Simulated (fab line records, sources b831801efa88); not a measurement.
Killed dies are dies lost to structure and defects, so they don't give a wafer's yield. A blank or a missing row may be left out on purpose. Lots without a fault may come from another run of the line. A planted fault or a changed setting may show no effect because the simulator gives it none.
A struck lot beside a sound one | flow sky130 | 16 steps out of a route of 708
Sound: wafers L420.1, L420.2, L420.3. Struck: wafer L429.2. (L429.1, L429.4 of the same lot were not struck and are left out.) The cause comes at the end.
At each step with rows: each side's tool, then ch and its chambers, then its first start. Under that, the readings that differ: sound wafers | struck wafers | difference of the means | sigmas: that difference in standard deviations of wafers without a fault.
alike: readings whose means differ by less than 2 such deviations, and words and numbers that are the same on both sides. not compared: withheld readings, readings that some wafer has no value for, bounds like >300 that may hide the same value, and numbers for which the record gives no deviation and whose values overlap.
The two part at a step that has a row with sigmas, a row that says differs or no value, or rows on one side only. Numbers that don't overlap but have no deviation are shown without sigmas and don't part them. A reading that every wafer of one side lacks parts them only if that side has two wafers or more.

SKY_LOCAL_INTERCONNECT_RS_MEAS_01: measures by four-point-probe.
  sound on film_metro-04, day 31 23:14; struck on film_metro-03, day 34 20:17
  alike: LOCAL_INTERCONNECT_TIN_RS
SKY_LOCAL_INTERCONNECT_THK_MEAS_02: measures by xrf.
  sound on film_metro-04, day 31 23:22; struck on film_metro-03, day 34 20:24
  alike: LOCAL_INTERCONNECT_TIN_THK
then, 8 steps without rows for these wafers: SKY_LOCAL_INTERCONNECT_DEHYDRATE_03 (time 60 s); SKY_LOCAL_INTERCONNECT_HMDS_04 (prime time 60 s); SKY_LOCAL_INTERCONNECT_COAT_05 (resist thk 60 nm); SKY_LOCAL_INTERCONNECT_COAT_06 (resist thk 450 nm); SKY_LOCAL_INTERCONNECT_SOFTBAKE_07 (time 90 s); SKY_LOCAL_INTERCONNECT_EXPOSE_08 (exposes mask LI1M, target cd 170 nm); SKY_LOCAL_INTERCONNECT_PEB_09; SKY_LOCAL_INTERCONNECT_DEVELOP_10 (develop time 60 s).
SKY_LOCAL_INTERCONNECT_CD_MEAS_11: target cd 170 nm.
  sound on cd_sem-01, day 33 02:28; struck on cd_sem-01, day 35 22:07
  alike: cd_nm
SKY_LOCAL_INTERCONNECT_OVL_MEAS_12:
  sound on overlay-02, day 33 02:35; struck on overlay-01, day 35 22:14
  alike: LOCAL_INTERCONNECT_OVL
SKY_LOCAL_INTERCONNECT_ETCH_13: etches BARC in N2/H2, stops on SiO2, time 45.9 s, target depth 60 nm.
  sound on rie_metal-03 ch 1, day 33 02:37; struck on rie_metal-03 ch 0, day 35 22:17
  reading                                                   | sound             | struck | difference | sigmas
  drypump_motor_current_A (A)                               | 6.7 6.7 6.7       | 5.9    | -0.8       | -2
  oes_product_au (a.u.)                                     | 0.856 0.855 0.851 | 0.738  | -0.116     | -24
  run_length_s (s)                                          | 74.7 74.7 74.9    | 89.0   | +14.2      | +31
  model.KrF-thick_of_LOCAL_INTERCONNECT_COAT_06.thk_nm (nm) | 393.4 392.7 393.2 | 379    | -14        |
  model.LOCAL_INTERCONNECT.cd_nm (nm)                       | 167.9 168.9 169.4 | 166.8  | -1.9       |
  model.SiO2_of_SONOS_ONO_CVD_04.thk_nm (nm)                | 4.12 4.233 4.233  | 3.719  | -0.476     |
  alike: h2_flow_sccm, throttle_valve_pct
  not compared: rf_hours_counter_h
SKY_LOCAL_INTERCONNECT_METAL_ETCH_14: etches TiN in Cl2/BCl3, stops on PSG, target depth 110 nm, time 31.4 s.
  sound on rie_metal-03 ch 1, day 33 02:45; struck on rie_metal-03 ch 0, day 35 22:20
  reading                                                   | sound             | struck | difference | sigmas
  drypump_motor_current_A (A)                               | 6.7 6.7 6.7       | 5.9    | -0.8       | -2
  run_length_s (s)                                          | 60.5 60.6 60.3    | 59.1   | -1.4       | -3
  model.KrF-thick_of_LOCAL_INTERCONNECT_COAT_06.thk_nm (nm) | 350 348.9 349.9   | 336    | -14        |
  model.LOCAL_INTERCONNECT.cd_nm (nm)                       | 168.9 169.7 170.3 | 167.5  | -2.1       |
  alike: oes_product_au, throttle_valve_pct
  not compared: rf_hours_counter_h
SKY_LOCAL_INTERCONNECT_STRIP_15: strips in O2/N2.
  sound on plasma_asher-02 ch 0,1, day 33 02:51; struck on plasma_asher-02 ch 1, day 35 22:23
  reading                      | sound             | struck | difference | sigmas
  strip_time_to_endpoint_s (s) | 4.743 4.718 4.723 | 4.598  | -0.130     | -6
  alike: drypump_motor_current_A, oes_product_au
  not compared: rf_hours_counter_h
then, 1 step without rows for these wafers: SKY_LOCAL_INTERCONNECT_STRIP_16 (strips in post etch residue remover, time 1200 s).

WHERE THEY PART
First at SKY_LOCAL_INTERCONNECT_ETCH_13; last, within this record, at SKY_LOCAL_INTERCONNECT_STRIP_15.

WHY: what the simulator had put in
Process parameter drift: rie_metal-03, from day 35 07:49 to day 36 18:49, at SKY_LOCAL_INTERCONNECT_ETCH_13. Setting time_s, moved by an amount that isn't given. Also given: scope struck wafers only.
